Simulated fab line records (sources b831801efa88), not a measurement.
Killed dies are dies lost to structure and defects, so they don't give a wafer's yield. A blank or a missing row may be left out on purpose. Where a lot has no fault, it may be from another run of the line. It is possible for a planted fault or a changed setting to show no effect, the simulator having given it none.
fab line records	flow sky130
record: lots: 13	wafers: 39	last_day: 50
route steps=708 shown METAL1@436 VIA1@460 PAD_OPEN@708
lots with no fault: from the same line, run without faults
start_h: the number of hours between the record's first day and the start of the first shown wafer of the lot	wait_h: how many hours have passed since the lot's step before this one	" same as the row above	L1.1+2: a single row standing in for several wafers	- either no value or no given start	* or withheld: withheld	< > ~ a bound
route shown NAME@n: NAME is a module with steps in the file, n the number in the route of the first one	usual: average and standard deviation across the fault-free wafers	same: alike in all rows	chamber/n: place in a boat	sites: the reading at each site	_std_site: how widely they spread, as a standard deviation	_edge_site: outer sites' mean less inner sites'	radius_mm: for every site, how far away it sits from the centre of the wafer	mask NAME#n: copy n	behind: the last tool/chamber to shape the wafer	hold: what put the lot on hold/how long, in hours/how the hold closed	device: transistor that didn't switch, given as n, p or np	end of line: tests of these same wafers at the route's end	a step with no rows: only its recipe	killed: count of dies lost to structure and defects at first sort (not the wafer's yield)	map: dies across one wafer; x = killed, . = not, _ = none there
set.NAME: the run value of the setting; set.NAME@STEP: its run value at that earlier step	model.NAME: the simulator's own value behind a step, which no gauge read
one table for each step of the route and one row for each wafer, over a sample of lots
services: the hour from which a tool's chamber was out of use, counted from the record's first day as start_h (under 0 if before that day), plus the number of hours and why
== steps ==
step: SKY_METAL1_SPUTTER_02
recipe: material: AlCu	target_thk_nm: 250	power_w: 10600	time_s: 13.3	chamber_pressure_pa: 0.4
usual: throttle_valve_pct: 30.7/1.1
lot.wafer	tool	chamber	start_h	wait_h	throttle_valve_pct
L630.1	pvd_sputter-04	-	740.00	0.0	30.8
L630.5	"	-	"	"	30.7
L630.6	"	-	"	"	29.2
L635.1	pvd_sputter-04	-	776.32	0.0	31.0
L635.4	"	-	"	"	30.7
L635.5	"	-	"	"	30.7
L636.1	pvd_sputter-03	-	784.68	0.0	29.6
L636.2	"	-	"	"	33.0
L636.5	"	-	"	"	31.2
L637.2	pvd_sputter-03	-	796.38	0.0	29.6
L637.3	"	-	"	"	29.5
L637.5	"	-	"	"	33.0
L638.1	pvd_sputter-04	-	804.88	0.0	30.5
L638.2	"	-	"	"	31.0
L638.4	"	-	"	"	28.9
L639.1	pvd_sputter-03	-	816.46	0.0	31.2
L639.4	"	-	"	"	29.6
L639.6	"	-	"	"	29.5
L640.4	pvd_sputter-04	-	817.41	0.0	30.9
L640.5	"	-	"	"	30.4
L640.6	"	-	"	"	28.9
L641.1	pvd_sputter-02	-	825.56	0.0	30.4
L641.2	"	-	"	"	31.5
L641.6	"	-	"	"	30.0
L648.3	pvd_sputter-03	-	878.98	0.0	29.5
L648.5	"	-	"	"	29.4
L648.6	"	-	"	"	31.2
L649.1	pvd_sputter-02	-	882.19	0.0	32.1
L649.3	"	-	"	"	31.6
L649.4	"	-	"	"	30.1
L650.1	pvd_sputter-03	-	892.43	0.0	33.2
L650.3	"	-	"	"	31.1
L650.6	"	-	"	"	32.9
L652.2	pvd_sputter-03	-	900.88	0.0	29.7
L652.3	"	-	"	"	29.3
L652.6	"	-	"	"	29.6
L653.3	pvd_sputter-02	-	903.03	0.0	32.1
L653.4	"	-	"	"	31.5
L653.6	"	-	"	"	30.1
step: SKY_METAL1_RS_MEAS_05
recipe: thk_meas_gauge: four-point-probe	reads: TiN_of_METAL1_SPUTTER_04+Ti_of_METAL1_SPUTTER_03+AlCu_of_METAL1_SPUTTER_02+TiN_of_METAL1_SPUTTER_01+Ti_of_METAL1_SPUTTER_00
usual: METAL1_ALCU_RS: 0.1270/0.0016
lot.wafer	tool	chamber	start_h	wait_h	METAL1_ALCU_RS[ohm/sq]
L630.1	film_metro-01	-	740.09	0.0	0.1267
L630.5	"	-	"	"	0.1273
L630.6	"	-	"	"	0.1277
L635.1	film_metro-02	-	776.42	0.0	0.1247
L635.4	"	-	"	"	0.1270
L635.5	"	-	"	"	0.1248
L636.1	film_metro-01	-	784.77	0.0	0.1266
L636.2	"	-	"	"	0.1243
L636.5	"	-	"	"	0.1280
L637.2	film_metro-03	-	796.50	0.0	0.1287
L637.3	"	-	"	"	0.1267
L637.5	"	-	"	"	0.1259
L638.1	film_metro-02	-	804.97	0.0	0.1254
L638.2	"	-	"	"	0.1246
L638.4	"	-	"	"	0.1252
L639.1	film_metro-01	-	816.55	0.0	0.1287
L639.4	"	-	"	"	0.1284
L639.6	"	-	"	"	0.1287
L640.4	film_metro-03	-	817.56	0.1	0.1239
L640.5	"	-	"	"	0.1250
L640.6	"	-	"	"	0.1240
L641.1	film_metro-01	-	825.66	0.0	0.1268
L641.2	"	-	"	"	0.1273
L641.6	"	-	"	"	0.1279
L648.3	film_metro-03	-	879.11	0.1	0.1282
L648.5	"	-	"	"	0.1284
L648.6	"	-	"	"	0.1279
L649.1	film_metro-02	-	882.28	0.0	0.1309
L649.3	"	-	"	"	0.1287
L649.4	"	-	"	"	0.1298
L650.1	film_metro-02	-	892.52	0.0	0.1266
L650.3	"	-	"	"	0.1290
L650.6	"	-	"	"	0.1266
L652.2	film_metro-03	-	900.99	0.0	0.1276
L652.3	"	-	"	"	0.1289
L652.6	"	-	"	"	0.1289
L653.3	film_metro-01	-	903.17	0.1	0.1300
L653.4	"	-	"	"	0.1291
L653.6	"	-	"	"	0.1295
step: SKY_VIA1_CMP_02
recipe: material: SiO2	down_force_psi: 4	platen_rpm: 60	pad_velocity_m_s: 0.94248
usual: edge_zone_pressure_frac: 1.001/0.0049	head_pressure_psi: 4.000/0.0092	motor_current_A: 11.9/1.2
lot.wafer	tool	chamber	start_h	wait_h	edge_zone_pressure_frac	head_pressure_psi	motor_current_A
L630.1	cmp-02	3	768.28	0.1	0.999	3.995	14.0
L630.6	"	3	"	"	0.995	4.019	14.3
L630.5	"	0	"	"	0.997	4.000	10.9
L635.1	cmp-01	3	804.73	0.1	0.999	4.011	10.5
L635.4	"	1	"	"	1.000	4.012	12.6
L635.5	"	0	"	"	0.999	3.992	11.1
L636.2	cmp-01	1	812.87	0.1	1.012	3.996	12.1
L636.1	"	0	"	"	1.002	3.998	11.4
L636.5	"	2	"	"	0.997	4.001	10.6
L637.3	cmp-02	2	823.88	0.0	1.006	4.008	11.7
L637.2	"	0	"	"	0.992	3.999	11.5
L637.5	"	3	"	"	1.005	3.986	14.5
L638.1	cmp-02	1	832.73	0.1	1.010	4.015	13.5
L638.4	"	2	"	"	1.004	4.002	11.7
L638.2	"	3	"	"	1.007	3.991	14.5
L639.1	cmp-01	1	844.00	0.1	1.006	3.993	12.8
L639.4	"	3	"	"	0.999	4.012	11.3
L639.6	"	2	"	"	0.998	3.992	10.6
L640.4	cmp-02	0	844.71	0.0	1.002	4.000	10.9
L640.5	"	0	"	"	0.996	3.993	10.7
L640.6	"	1	"	"	1.002	4.005	13.1
L641.1	cmp-02	1	852.19	0.1	1.003	4.006	13.6
L641.2	"	0	"	"	1.005	4.000	10.1
L641.6	"	2	"	"	1.003	3.991	11.1
L648.3	cmp-02	3	904.69	0.0	-	-	-
L648.5	"	3	"	"	-	-	-
L648.6	"	0	"	"	-	-	-
L649.1	cmp-01	1	908.40	0.1	-	-	-
L649.3	"	3	"	"	-	-	-
L649.4	"	0	"	"	-	-	-
L650.3	cmp-01	2	918.95	0.1	-	-	-
L650.1	"	3	"	"	-	-	-
L650.6	"	0	"	"	-	-	-
L652.2	cmp-01	0	927.17	0.1	1.007	4.000	11.3
L652.3	"	1	"	"	1.005	3.988	11.8
L652.6	"	3	"	"	1.005	3.997	10.6
L653.4	cmp-02	1	929.37	0.1	1.008	4.006	12.9
L653.3	"	2	"	"	0.996	3.995	11.4
L653.6	"	3	"	"	1.003	4.006	14.1
step: SKY_VIA1_BOW_MEAS_03
recipe: mode: bow
usual: VIA1_BOW: 78/6.7
lot.wafer	tool	chamber	start_h	wait_h	hold	VIA1_BOW[um]
L630.1	film_metro-02	-	768.58	0.2	-	65
L630.5	"	-	"	"	-	65
L630.6	"	-	"	"	-	69
L635.1	film_metro-01	-	805.03	0.2	-	79
L635.4	"	-	"	"	-	76
L635.5	"	-	"	"	-	74
L636.1	film_metro-02	-	813.17	0.1	-	74
L636.2	"	-	"	"	-	73
L636.5	"	-	"	"	-	66
L637.2	film_metro-04	-	824.20	0.2	-	78
L637.3	"	-	"	"	-	70
L637.5	"	-	"	"	-	77
L638.1	film_metro-04	-	833.03	0.2	-	76
L638.2	"	-	"	"	-	75
L638.4	"	-	"	"	-	73
L639.1	film_metro-01	-	844.30	0.2	-	88
L639.4	"	-	"	"	-	74
L639.6	"	-	"	"	-	82
L640.4	film_metro-04	-	845.07	0.3	-	82
L640.5	"	-	"	"	-	82
L640.6	"	-	"	"	-	81
L641.1	film_metro-04	-	852.49	0.2	-	80
L641.2	"	-	"	"	-	75
L641.6	"	-	"	"	-	68
L648.3	film_metro-04	-	905.03	0.3	await_dispo/0.2h/release	122
L648.5	"	-	"	"	await_dispo/0.2h/release	107
L648.6	"	-	"	"	await_dispo/0.2h/release	108
L648.3	film_metro-04	-	905.31	0.3	-	-
L648.5	"	-	"	"	-	-
L648.6	"	-	"	"	-	-
L649.1	film_metro-01	-	908.70	0.2	await_dispo/0.2h/release	110
L649.3	"	-	"	"	await_dispo/0.2h/release	96
L649.4	"	-	"	"	await_dispo/0.2h/release	105
L649.1	film_metro-01	-	908.98	0.3	-	-
L649.3	"	-	"	"	-	-
L649.4	"	-	"	"	-	-
L650.1	film_metro-02	-	919.15	0.1	await_dispo/0.2h/release	118
L650.3	"	-	"	"	await_dispo/0.2h/release	117
L650.6	"	-	"	"	await_dispo/0.2h/release	122
L650.1	film_metro-02	-	919.44	0.3	-	-
L650.3	"	-	"	"	-	-
L650.6	"	-	"	"	-	-
L652.2	film_metro-01	-	927.44	0.2	-	84
L652.3	"	-	"	"	-	90
L652.6	"	-	"	"	-	74
L653.3	film_metro-01	-	929.61	0.1	-	71
L653.4	"	-	"	"	-	84
L653.6	"	-	"	"	-	77
step: SKY_VIA1_STRIP_16
recipe: chemistry: O2/N2	power_w: 1400	pressure_mtorr: 1500	platen_temp_c: withheld	o2_flow_sccm: 3000	n2_flow_sccm: 300	overash_fraction: 0.5
usual: drypump_motor_current_A: 5.9/0.58	n2_flow_sccm: 300.1/0.92	oes_product_au: 0.415/0.0045	strip_time_to_endpoint_s: 4.442/0.022
lot.wafer	tool	chamber	start_h	wait_h	drypump_motor_current_A	n2_flow_sccm	oes_product_au	rf_hours_counter_h	strip_time_to_endpoint_s
L630.1	plasma_asher-02	0	795.70	0.0	6.3	299.4	0.425	98	4.457
L630.5	"	1	"	"	6.2	300.0	0.419	-	4.466
L630.6	"	0	"	"	6.2	300.9	0.421	-	4.464
L635.1	plasma_asher-02	1	831.64	0.0	6.2	299.1	0.415	101	4.471
L635.4	"	1	"	"	6.2	299.2	0.420	-	4.474
L635.5	"	1	"	"	6.2	299.9	0.414	-	4.460
L636.1	plasma_asher-04	0	839.28	0.0	5.0	300.1	0.414	74	4.442
L636.2	"	1	"	"	5.4	301.0	0.410	74	4.428
L636.5	"	1	"	"	5.4	301.2	0.407	-	4.456
L637.2	plasma_asher-04	0	850.65	0.0	5.0	299.8	0.410	75	4.430
L637.3	"	1	"	"	5.4	301.1	0.419	-	4.485
L637.5	"	1	"	"	5.4	300.7	0.418	-	4.468
L638.1	plasma_asher-03	1	859.10	0.0	6.8	300.2	0.412	45	4.449
L638.2	"	0	"	"	5.7	300.9	0.412	45	4.457
L638.4	"	0	"	"	5.7	299.9	0.414	-	4.434
L639.1	plasma_asher-03	0	871.38	0.0	5.8	300.0	0.414	46	4.437
L639.4	"	1	"	"	6.8	301.3	0.416	-	4.453
L639.6	"	1	"	"	6.8	300.9	0.411	-	4.459
L640.4	plasma_asher-02	0	871.80	0.1	6.3	301.1	0.414	-	4.424
L640.5	"	1	"	"	6.2	299.5	0.418	-	4.455
L640.6	"	0	"	"	6.3	299.9	0.411	-	4.411
L641.1	plasma_asher-02	0	878.88	0.0	6.3	300.0	0.416	106	4.432
L641.2	"	1	"	"	6.2	299.1	0.413	106	4.407
L641.6	"	1	"	"	6.2	300.7	0.410	-	4.404
L652.2	plasma_asher-04	1	952.45	0.0	5.4	298.8	0.415	85	4.438
L652.3	"	0	"	"	5.0	300.7	0.430	-	4.470
L652.6	"	0	"	"	5.0	299.0	0.416	-	4.454
L653.3	plasma_asher-02	0	955.01	0.1	6.3	299.6	0.420	-	4.399
L653.4	"	1	"	"	6.2	301.4	0.409	-	4.447
L653.6	"	0	"	"	6.3	300.5	0.415	-	4.450
step: SKY_PAD_OPEN_PROBE_99
usual: defect_limited_yield: 82.3/1.9	killed_at_M0_to_M3: 44/7.4	killed_at_M4_up: 3.2/1.8	killed_at_contacts: 25/5.2	killed_at_front_end: 15/4.5	killed_at_other: 0.2/0.43	killed_dies: 87/9.6	killed_open: 48/7.6	killed_short: 40/5.7	sort_bin_3_pad_short: 0.9/0.45	sort_bin_5_function: 10.5/1.5	sort_bin_6_memory: 6.3/1.2	sort_n_pass: 405/9.6	sort_yield_pct: 82.3/1.9
same: gross_dies: 492	killed_at_back_side: 0	sort_bin_4_leakage[%]: 0	sort_bin_8_speed[%]: 0
lot.wafer	tool	chamber	start_h	wait_h	defect_limited_yield[%]	killed_at_M0_to_M3	killed_at_M4_up	killed_at_contacts	killed_at_front_end	killed_at_other	killed_dies	killed_open	killed_short	sort_bin_3_pad_short[%]	sort_bin_5_function[%]	sort_bin_6_memory[%]	sort_n_pass	sort_yield_pct[%]
L641.1	prober-02	-	1142.52	0.1	82.7	40	2	31	11	1	85	52	33	0.4	10.8	6.1	407	82.7
L641.2	prober-02	-	1142.57	0.1	79.5	56	1	29	15	0	101	57	44	1.2	13.0	6.3	391	79.5
L641.6	prober-02	-	1142.77	0.2	80.3	53	6	21	16	1	97	49	48	1.0	12.0	6.7	395	80.3
L652.2	prober-01	-	1194.28	0.1	82.7	46	5	18	16	0	85	48	37	0.4	8.9	7.9	407	82.7
L652.3	prober-01	-	1194.33	0.2	83.9	40	6	23	10	0	79	42	37	0.8	9.6	5.7	413	83.9
L652.6	prober-01	-	1194.48	0.2	81.1	39	6	29	19	0	93	46	47	1.8	11.2	5.9	399	81.1
killed by level:class
L641.1 CONTACT:geometric_particle:open=13 VIA1:geometric_particle:open=10 VIA2:geometric_particle:open=8 LI_CONTACT:geometric_particle:open=7 CONTACT:geometric_particle:short=6 VIA3:geometric_particle:open=6 LOCAL_INTERCONNECT:geometric_particle:short=5 METAL2:geometric_particle:short=5
L641.2 VIA1:geometric_particle:open=9 CONTACT:geometric_particle:open=9 VIA3:geometric_particle:open=9 FIELD_ISO:geometric_particle:open=8 VIA1:geometric_particle:short=7 LI_CONTACT:geometric_particle:open=6 METAL1:geometric_particle:short=6 VIA2:geometric_particle:open=6
L641.6 VIA1:geometric_particle:open=9 METAL1:geometric_particle:short=9 CONTACT:geometric_particle:open=8 VIA1:geometric_particle:short=6 VIA2:geometric_particle:short=6 LI_CONTACT:geometric_particle:open=5 VIA2:geometric_particle:open=5 FIELD_ISO:geometric_particle:open=4
L652.2 VIA1:geometric_particle:open=11 VIA2:geometric_particle:open=9 LI_CONTACT:geometric_particle:open=6 CONTACT:geometric_particle:open=5 METAL2:geometric_particle:short=5 VIA3:geometric_particle:open=5 POLY_GATE:geometric_particle:short=4 METAL3:geometric_particle:short=4
L652.3 VIA1:geometric_particle:open=9 VIA3:geometric_particle:open=9 VIA1:geometric_particle:short=7 CONTACT:geometric_particle:short=5 LOCAL_INTERCONNECT:geometric_particle:short=5 CONTACT:geometric_particle:open=5 VIA2:geometric_particle:open=5 METAL4:geometric_particle:short=5
L652.6 METAL1:geometric_particle:short=11 CONTACT:geometric_particle:open=9 VIA1:geometric_particle:open=9 LI_CONTACT:geometric_particle:open=6 POLY_GATE:geometric_particle:open=6 CONTACT:geometric_particle:short=6 FIELD_ISO:geometric_particle:short=5 METAL4:geometric_particle:short=5
== services ==
tool	chamber	start_h	hours	kind
plasma_asher-03	-	717.15	5.1	repair
pvd_sputter-02	-	727.67	3.9	repair
cmp-02	-	737.79	1.6	repair
pvd_sputter-03	-	740.79	2.5	repair
cmp-01	-	751.93	1.5	repair
cmp-02	-	757.99	4.8	pm
pvd_sputter-02	-	761.01	1.1	repair
pvd_sputter-03	-	775.04	1.3	repair
plasma_asher-03	-	792.98	1.7	repair
plasma_asher-04	-	807.57	1.1	repair
cmp-02	-	810.78	4.0	pm
cmp-02	-	814.78	-	consumable_replace:conditioner
cmp-02	-	814.78	-	consumable_replace:pad
cmp-02	-	820.42	0.6	repair
pvd_sputter-02	-	854.54	4.9	repair
plasma_asher-03	-	860.50	2.3	repair
plasma_asher-04	-	876.46	0.5	repair
pvd_sputter-03	-	879.64	4.4	repair
pvd_sputter-03	-	883.67	0.6	repair
plasma_asher-04	-	887.07	1.9	repair
cmp-01	-	909.97	4.5	pm
cmp-01	-	914.47	4.0	pm
cmp-01	-	921.49	1.1	repair
plasma_asher-04	-	931.17	2.8	repair
== key ==
first_sign: step: SKY_VIA1_CMP_02	reading: tool_record	direction: missing
effect: step: SKY_VIA1_BOW_MEAS_03	reading: visit	direction: added
effect: step: SKY_VIA1_BOW_MEAS_03	reading: VIA1_BOW	direction: up	sigmas: 5.1	usual: 78	struck: 111
met_at SKY_VIA1_CMP_02
struck_lots L648,L649,L650
scrapped_behind SKY_VIA1_BOW_MEAS_03 L648.3,L648.5,L648.6,L649.1,L649.3,L649.4,L650.1,L650.3,L650.6
not_acting_at SKY_METAL1_SPUTTER_02,SKY_METAL1_RS_MEAS_05,SKY_VIA1_STRIP_16
onset_between 852.19 904.69
fault: kind: skipped_step_whole	tool: cmp-01,cmp-02	chamber: -	onset_h: 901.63	steps: SKY_VIA1_CMP_02	scope: struck_lots_only
